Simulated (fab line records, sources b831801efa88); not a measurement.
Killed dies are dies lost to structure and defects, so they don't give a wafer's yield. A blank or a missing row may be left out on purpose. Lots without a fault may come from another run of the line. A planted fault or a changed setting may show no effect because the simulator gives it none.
fab line records | flow sky130
record lots=6 wafers=18 last_day=50
route steps=708 shown VT_ADJUST_HVTP@89 VT_ADJUST_LVTN@97
lots that met no fault: from a run of the same line without faults
start_h: hours from the record's first day to the start of the lot's first wafer shown | wait_h: hours since the lot's step before | " the same as in the row above | L1.1+2: a row that stands for several wafers | - no value, or no start given | * or withheld: withheld | < > ~ a bound
route shown NAME@n: a module of which the file shows steps, and the number in the route of the first | usual: mean/standard deviation of fault-free wafers | same: alike in all rows | chamber/n: place in a boat | sites: the reading at each site | _std_site: their standard deviation | _edge_site: outer sites' mean less inner sites' | radius_mm: how far each site lies from the wafer's centre | mask NAME#n: copy n | behind: the tool/chamber that last shaped the wafer | hold: why the lot was held/for how many hours/how that ended | device: the transistor (n, p or np) that didn't switch | end of line: the same wafers' tests at the end of the route | a step without rows: its recipe alone | killed: dies lost to structure and defects at the first sort, not the wafer's yield | map: a wafer's dies, x killed, . not, _ none there
set.NAME: the setting as run; set.NAME@STEP: as run at that earlier step | model.NAME: the simulator's own value behind a step, which no gauge read
lots at some steps of the route; a table a step, a row a wafer
services: from which hour (start_h, from the record's first day; less than 0 if before it) a tool's chamber was out of use, for how many hours, and why
## steps
# step SKY_VT_ADJUST_HVTP_EXPOSE_04
# recipe mask_id=HVTPM na=0.6 source_shape=conventional sigma_outer=0.6 polarization=unpolarized target_cd_nm=380 dose_mj=140
# step SKY_VT_ADJUST_HVTP_PEB_05
# recipe temp_c=withheld time_s=* resist=NOVOLAK
# step SKY_VT_ADJUST_HVTP_DEVELOP_06
# recipe resist=NOVOLAK developer=TMAH develop_time_s=60 dev_temp_c=23
# step SKY_VT_ADJUST_HVTP_CD_MEAS_07
# recipe target_cd_nm=380
# usual cd_nm=380.3/2.4
# columns lot.wafer tool chamber start_h wait_h cd_nm
L453.1 cd_sem-02 - 124.46 0.1 382.3
L453.4 " - " " 382.4
L453.5 " - " " 382.1
L457.2 cd_sem-02 - 150.38 0.1 380.8
L457.3 " - " " 380.4
L457.5 " - " " 384.0
L473.1 cd_sem-01 - 254.31 0.1 382.4
L473.2 " - " " 381.6
L473.6 " - " " 381.9
L474.1 cd_sem-02 - 259.91 0.1 377.4
L474.2 " - " " 377.6
L474.5 " - " " 379.6
L475.1 cd_sem-02 - 265.96 0.1 380.6
L475.3 " - " " 383.2
L475.4 " - " " 382.4
L476.1 cd_sem-01 - 267.53 0.1 379.3
L476.4 " - " " 377.1
L476.6 " - " " 378.0
# step SKY_VT_ADJUST_HVTP_OVL_MEAS_08
# usual VT_ADJUST_HVTP_OVL=0.2/1.4
# columns lot.wafer tool chamber start_h wait_h VT_ADJUST_HVTP_OVL[nm]
L453.1 overlay-01 - 124.58 0.1 0.7
L453.4 " - " " 1.2
L453.5 " - " " 2.1
L457.2 overlay-01 - 150.48 0.1 0.3
L457.3 " - " " 0.0
L457.5 " - " " -0.6
L473.1 overlay-01 - 254.43 0.1 -0.3
L473.2 " - " " -0.7
L473.6 " - " " 2.1
L474.1 overlay-01 - 260.03 0.1 0.7
L474.2 " - " " 1.0
L474.5 " - " " -0.3
L475.1 overlay-01 - 266.08 0.1 1.1
L475.3 " - " " 0.7
L475.4 " - " " -0.9
L476.1 overlay-02 - 267.65 0.1 0.8
L476.4 " - " " 2.6
L476.6 " - " " 1.8
# step SKY_VT_ADJUST_HVTP_IMPLANT_09
# recipe species=As energy_kev=150 dose_cm2=4.3e+12 tilt_deg=withheld
# step SKY_VT_ADJUST_HVTP_STRIP_10
# recipe chemistry=O2/N2 power_w=1400 pressure_mtorr=1500 platen_temp_c=withheld o2_flow_sccm=3000 n2_flow_sccm=300 overash_fraction=0.5
# usual drypump_motor_current_A=5.5/0.34 oes_product_au=0.716/0.0045 strip_time_to_endpoint_s=14.19/0.036
# columns lot.wafer tool chamber start_h wait_h drypump_motor_current_A oes_product_au rf_hours_counter_h strip_time_to_endpoint_s
L453.1 plasma_asher-04 0 124.76 0.1 5.7 0.721 41 14.17
L453.4 " 0 " " 5.7 0.709 - 14.20
L453.5 " 0 " " 5.7 0.715 - 14.17
L457.2 plasma_asher-02 1 150.66 0.1 5.1 0.711 34 14.20
L457.3 " 1 " " 5.1 0.712 - 14.19
L457.5 " 1 " " 5.1 0.714 - 14.19
L473.1 plasma_asher-02 0 254.61 0.1 5.3 0.712 44 14.25
L473.2 " 1 " " 5.1 0.725 44 14.23
L473.6 " 1 " " 5.1 0.720 - 14.24
L474.1 plasma_asher-04 1 260.21 0.1 6.1 0.710 52 14.18
L474.2 " 0 " " 5.7 0.712 52 14.25
L474.5 " 1 " " 6.1 0.716 - 14.18
L475.1 plasma_asher-04 1 266.26 0.1 6.1 0.717 52 14.17
L475.3 " 1 " " 6.1 0.715 - 14.19
L475.4 " 0 " " 5.7 0.713 - 14.20
L476.1 plasma_asher-02 0 267.84 0.1 5.3 0.718 46 14.17
L476.4 " 1 " " 5.1 0.717 - 14.19
L476.6 " 0 " " 5.3 0.717 - 14.16
# step SKY_VT_ADJUST_HVTP_TW_MEAS_11
# usual VT_ADJUST_HVTP_TW=1351/9.2
# columns lot.wafer tool chamber start_h wait_h VT_ADJUST_HVTP_TW
L453.1 film_metro-03 - 124.86 0.1 1337
L453.4 " - " " 1336
L453.5 " - " " 1340
L457.2 film_metro-03 - 150.77 0.1 1352
L457.3 " - " " 1348
L457.5 " - " " 1349
L473.1 film_metro-02 - 254.71 0.1 1360
L473.2 " - " " 1357
L473.6 " - " " 1361
L474.1 film_metro-03 - 260.31 0.1 1335
L474.2 " - " " 1335
L474.5 " - " " 1340
L475.1 film_metro-02 - 266.36 0.1 1362
L475.3 " - " " 1360
L475.4 " - " " 1367
L476.1 film_metro-04 - 267.94 0.1 1345
L476.4 " - " " 1346
L476.6 " - " " 1349
# step SKY_VT_ADJUST_LVTN_DEHYDRATE_00
# recipe temp_c=200 time_s=60
# step SKY_VT_ADJUST_LVTN_HMDS_01
# recipe prime_time_s=60 prime_temp_c=120
# step SKY_VT_ADJUST_LVTN_COAT_02
# recipe spin_rpm=2000 resist_thk_nm=3000
# step SKY_VT_ADJUST_LVTN_SOFTBAKE_03
# recipe temp_c=110 time_s=withheld
# step SKY_VT_ADJUST_LVTN_EXPOSE_04
# recipe mask_id=NWM_COMPLEMENT_LESS_NATIVE na=0.6 source_shape=conventional sigma_outer=0.6 polarization=unpolarized target_cd_nm=840 dose_mj=194
# usual exposure_dose_mJ_cm2=194.02/0.17 focus_offset_nm=0.0/0.59 reticle_temp_C=23.01/0.099
# columns lot.wafer tool chamber start_h wait_h mask exposure_dose_mJ_cm2 focus_offset_nm reticle_temp_C
L453.1 iline_stepper-01 0 134.13 - NWM_COMPLEMENT_LESS_NATIVE#0 193.86 0.8 23.06
L453.4 " 0 " " NWM_COMPLEMENT_LESS_NATIVE#0 194.02 1.7 23.09
L453.5 " 0 " " NWM_COMPLEMENT_LESS_NATIVE#0 193.85 0.9 23.21
L457.2 iline_stepper-02 0 160.98 - NWM_COMPLEMENT_LESS_NATIVE#0 193.91 -0.5 23.02
L457.3 " 0 " " NWM_COMPLEMENT_LESS_NATIVE#0 193.96 0.0 22.97
L457.5 " 0 " " NWM_COMPLEMENT_LESS_NATIVE#0 194.15 -0.5 22.96
L473.1 iline_stepper-02 - 267.33 - NWM_COMPLEMENT_LESS_NATIVE#0 - - -
L473.2 " - " " NWM_COMPLEMENT_LESS_NATIVE#0 - - -
L473.6 " - " " NWM_COMPLEMENT_LESS_NATIVE#0 - - -
L474.1 iline_stepper-02 - 272.31 - NWM_COMPLEMENT_LESS_NATIVE#0 - - -
L474.2 " - " " NWM_COMPLEMENT_LESS_NATIVE#0 - - -
L474.5 " - " " NWM_COMPLEMENT_LESS_NATIVE#0 - - -
L475.1 iline_stepper-02 0 277.93 - NWM_COMPLEMENT_LESS_NATIVE#0 193.87 0.2 22.86
L475.3 " 0 " " NWM_COMPLEMENT_LESS_NATIVE#0 193.97 -0.1 22.98
L475.4 " 0 " " NWM_COMPLEMENT_LESS_NATIVE#0 194.08 -0.9 22.98
L476.1 iline_stepper-02 0 280.11 - NWM_COMPLEMENT_LESS_NATIVE#0 194.38 -0.8 23.08
L476.4 " 0 " " NWM_COMPLEMENT_LESS_NATIVE#0 194.07 -0.5 23.04
L476.6 " 0 " " NWM_COMPLEMENT_LESS_NATIVE#0 193.96 0.1 23.20
# step SKY_VT_ADJUST_LVTN_PEB_05
# recipe temp_c=115 time_s=withheld
## services
# columns tool chamber start_h hours kind
plasma_asher-02 - 112.83 1.6 repair
plasma_asher-04 - 135.27 0.5 repair
plasma_asher-04 - 144.89 28.1 pm
iline_stepper-01 - 164.70 1.5 repair
iline_stepper-02 - 237.98 10.5 repair
iline_stepper-02 - 248.51 1.7 pm
iline_stepper-02 0 249.30 - calibration
iline_stepper-01 - 257.92 1.7 pm
iline_stepper-01 0 266.75 - calibration
## key
first_sign step=SKY_VT_ADJUST_LVTN_EXPOSE_04 reading=tool_record direction=missing
effect none on later readings
met_at SKY_VT_ADJUST_LVTN_EXPOSE_04
struck_wafers L473.1,L473.2,L473.6,L474.1,L474.2,L474.5
sort_left_out L473.1,L473.2,L473.6,L474.1,L474.2,L474.5
tester_left_out L473,L474
onset_between 160.98 267.33
fault kind=skipped_step_whole tool=iline_stepper-02 chamber=- onset_h=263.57 steps=SKY_VT_ADJUST_LVTN_EXPOSE_04 scope=struck_lots_only
# tester_left_out: of these lots the tester's yield and bins aren't shown, on N5 and GAA mostly nor the transistor test; their killed dies are dies lost to structure and defects alone, not to doping, threshold or leakage, so they don't give the yield
# sort_left_out: the simulated sort isn't trusted on such a fault, so these wafers' sort isn't shown, and their yield isn't known
